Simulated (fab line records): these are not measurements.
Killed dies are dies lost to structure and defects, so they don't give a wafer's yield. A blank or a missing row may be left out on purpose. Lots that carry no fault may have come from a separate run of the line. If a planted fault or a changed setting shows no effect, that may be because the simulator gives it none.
Split-lot study || flow sky130 || 27 wafers read across 5 lots, on a route 708 steps long

ON THE SPLIT
At SKY_METAL4_SPUTTER_02 (material AlCu, target thk 735 nm, time 39.1 s), the setting time-s was moved away from the recipe's 39.1 s on 12 of the 27 wafers read, by -50.6% to +31.2%. All remaining wafers had this setting at the recipe value.

FROM THE SPLIT TO THE READING: what the file shows between them, 2 steps
- SKY_METAL4_ETCH_16: etches BARC in N2/H2, stops on SiO2, time 88.2 s, target depth 60 nm (also split here: time-s)
- SKY_METAL4_ETCH_17: etches SiO2 in C4F8/O2/Ar, stops on TiN, time 3.723 s, target depth 15 nm

THE READING
oes-product-au, in a.u., at SKY_METAL4_METAL_ETCH_18 (etches the open film in Cl2/BCl3, stops on SiO2, target depth 845 nm, time 183.1 s). Typical for fault-free wafers on this fab line: 0.867 a.u., with standard deviation 0.0073 a.u.

{"wafer": "L078.2", "tool, chamber at the split": "pvd-sputter-03, -", "time-s as run, s": 39.1, "against the recipe": "recipe", "oes-product-au, a.u.": 0.864, "against lot-mates on the recipe": "-"}
{"wafer": "L078.3", "tool, chamber at the split": "pvd-sputter-03, -", "time-s as run, s": 39.1, "against the recipe": "recipe", "oes-product-au, a.u.": 0.873, "against lot-mates on the recipe": "-"}
{"wafer": "L078.4", "tool, chamber at the split": "pvd-sputter-03, -", "time-s as run, s": 39.1, "against the recipe": "recipe", "oes-product-au, a.u.": 0.872, "against lot-mates on the recipe": "-"}
{"wafer": "L076.1", "tool, chamber at the split": "pvd-sputter-01, -", "time-s as run, s": 24.43, "against the recipe": "-37.5%", "oes-product-au, a.u.": 0.713, "against lot-mates on the recipe": -0.158}
{"wafer": "L076.2", "tool, chamber at the split": "pvd-sputter-01, -", "time-s as run, s": 39.1, "against the recipe": "recipe", "oes-product-au, a.u.": 0.870, "against lot-mates on the recipe": "-"}
{"wafer": "L076.3", "tool, chamber at the split": "pvd-sputter-01, -", "time-s as run, s": 39.1, "against the recipe": "recipe", "oes-product-au, a.u.": 0.867, "against lot-mates on the recipe": "-"}
{"wafer": "L076.4", "tool, chamber at the split": "pvd-sputter-01, -", "time-s as run, s": 24.43, "against the recipe": "-37.5%", "oes-product-au, a.u.": 0.717, "against lot-mates on the recipe": -0.154}
{"wafer": "L076.5", "tool, chamber at the split": "pvd-sputter-01, -", "time-s as run, s": 39.1, "against the recipe": "recipe", "oes-product-au, a.u.": 0.876, "against lot-mates on the recipe": "-"}
{"wafer": "L076.6", "tool, chamber at the split": "pvd-sputter-01, -", "time-s as run, s": 24.43, "against the recipe": "-37.5%", "oes-product-au, a.u.": 0.709, "against lot-mates on the recipe": -0.162}
{"wafer": "L080.1", "tool, chamber at the split": "pvd-sputter-03, -", "time-s as run, s": 29.33, "against the recipe": "-25.0%", "oes-product-au, a.u.": 0.776, "against lot-mates on the recipe": -0.095}
{"wafer": "L080.2", "tool, chamber at the split": "pvd-sputter-03, -", "time-s as run, s": 29.33, "against the recipe": "-25.0%", "oes-product-au, a.u.": 0.772, "against lot-mates on the recipe": -0.099}
{"wafer": "L080.3", "tool, chamber at the split": "pvd-sputter-03, -", "time-s as run, s": 29.33, "against the recipe": "-25.0%", "oes-product-au, a.u.": 0.772, "against lot-mates on the recipe": -0.099}
{"wafer": "L080.4", "tool, chamber at the split": "pvd-sputter-03, -", "time-s as run, s": 39.1, "against the recipe": "recipe", "oes-product-au, a.u.": 0.864, "against lot-mates on the recipe": "-"}
{"wafer": "L080.5", "tool, chamber at the split": "pvd-sputter-03, -", "time-s as run, s": 39.1, "against the recipe": "recipe", "oes-product-au, a.u.": 0.872, "against lot-mates on the recipe": "-"}
{"wafer": "L080.6", "tool, chamber at the split": "pvd-sputter-03, -", "time-s as run, s": 39.1, "against the recipe": "recipe", "oes-product-au, a.u.": 0.876, "against lot-mates on the recipe": "-"}
{"wafer": "L082.1", "tool, chamber at the split": "pvd-sputter-03, -", "time-s as run, s": 19.3, "against the recipe": "-50.6%", "oes-product-au, a.u.": 0.675, "against lot-mates on the recipe": -0.195}
{"wafer": "L082.2", "tool, chamber at the split": "pvd-sputter-03, -", "time-s as run, s": 19.3, "against the recipe": "-50.6%", "oes-product-au, a.u.": 0.659, "against lot-mates on the recipe": -0.211}
{"wafer": "L082.3", "tool, chamber at the split": "pvd-sputter-03, -", "time-s as run, s": 39.1, "against the recipe": "recipe", "oes-product-au, a.u.": 0.862, "against lot-mates on the recipe": "-"}
{"wafer": "L082.4", "tool, chamber at the split": "pvd-sputter-03, -", "time-s as run, s": 39.1, "against the recipe": "recipe", "oes-product-au, a.u.": 0.881, "against lot-mates on the recipe": "-"}
{"wafer": "L082.5", "tool, chamber at the split": "pvd-sputter-03, -", "time-s as run, s": 39.1, "against the recipe": "recipe", "oes-product-au, a.u.": 0.867, "against lot-mates on the recipe": "-"}
{"wafer": "L082.6", "tool, chamber at the split": "pvd-sputter-03, -", "time-s as run, s": 19.3, "against the recipe": "-50.6%", "oes-product-au, a.u.": 0.652, "against lot-mates on the recipe": -0.218}
{"wafer": "L085.1", "tool, chamber at the split": "pvd-sputter-03, -", "time-s as run, s": 51.3, "against the recipe": "+31.2%", "oes-product-au, a.u.": 0.976, "against lot-mates on the recipe": "+0.114"}
{"wafer": "L085.2", "tool, chamber at the split": "pvd-sputter-03, -", "time-s as run, s": 39.1, "against the recipe": "recipe", "oes-product-au, a.u.": 0.858, "against lot-mates on the recipe": "-"}
{"wafer": "L085.3", "tool, chamber at the split": "pvd-sputter-03, -", "time-s as run, s": 39.1, "against the recipe": "recipe", "oes-product-au, a.u.": 0.869, "against lot-mates on the recipe": "-"}
{"wafer": "L085.4", "tool, chamber at the split": "pvd-sputter-03, -", "time-s as run, s": 51.3, "against the recipe": "+31.2%", "oes-product-au, a.u.": 0.992, "against lot-mates on the recipe": "+0.130"}
{"wafer": "L085.5", "tool, chamber at the split": "pvd-sputter-03, -", "time-s as run, s": 51.3, "against the recipe": "+31.2%", "oes-product-au, a.u.": 0.995, "against lot-mates on the recipe": "+0.133"}
{"wafer": "L085.6", "tool, chamber at the split": "pvd-sputter-03, -", "time-s as run, s": 39.1, "against the recipe": "recipe", "oes-product-au, a.u.": 0.858, "against lot-mates on the recipe": "-"}

THE FIT
A straight line over all 27 wafers: oes-product-au changes by +0.004 a.u. for each +1% of time-s; r = +1.00; the points scatter about the line by 0.0075 a.u.
The same after taking each lot's own level away (the mean of its wafers on the recipe; 27 wafers): +0.00409 a.u. for each +1%; r = +1.00; scatter 0.0067 a.u.
That fit puts the effect of the largest move of time-s on the reading at 0.21 a.u.
The lots' own levels span 0.8617 to 0.8710 a.u., that is 1.3 times the standard deviation above.
Consequently the slope shifts little with the lot-to-lot level, the two slopes agreeing.
Check: -0.21 a.u. against its lot-mates is what the line predicts for one of the wafers moved furthest among these (-50.6%) when that wafer is left out of the fit. Against them it came out at -0.195 a.u.

OTHER SPLITS ON THESE WAFERS
Other splits were also applied to these wafers ahead of the reading. Each is held against what the fit with the lots' levels taken away leaves over:
{"other split on the same wafers": "SKY_METAL1_DEVELOP_14 develop-time-s", "wafers away from the commonest value": 9, "r with oes-product-au (lot level and that fit taken away)": "+0.07"}
{"other split on the same wafers": "SKY_METAL2_SPUTTER_03 time-s", "wafers away from the commonest value": 9, "r with oes-product-au (lot level and that fit taken away)": "+0.02"}
{"other split on the same wafers": "SKY_METAL3_SPUTTER_01 time-s", "wafers away from the commonest value": 9, "r with oes-product-au (lot level and that fit taken away)": -0.16}
{"other split on the same wafers": "SKY_METAL4_ETCH_16 time-s", "wafers away from the commonest value": 12, "r with oes-product-au (lot level and that fit taken away)": "+0.27"}

THE WHOLE CHAIN: every reading that the file lists as answering this split, in the file's order
{"step": "SKY_METAL4_SPUTTER_02", "what it does": "material AlCu, target thk 735 nm, time 39.1 s", "reading": "AlCu_of_METAL4_SPUTTER_02.thk-nm (the simulator's own value, which no gauge read)", "change (the file's fit)": "+7.39 nm for each +1% of the setting", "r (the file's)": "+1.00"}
{"step": "SKY_METAL4_METAL_ETCH_18", "what it does": "etches the open film in Cl2/BCl3, stops on SiO2, target depth 845 nm, time 183.1 s", "reading": "oes-product-au", "change (the file's fit)": "+0.0041 a.u. for each +1% of the setting", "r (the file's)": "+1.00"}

THE FILE'S OWN FIT
oes-product-au changes by +0.0041 a.u. for each +1% of time-s, r = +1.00.
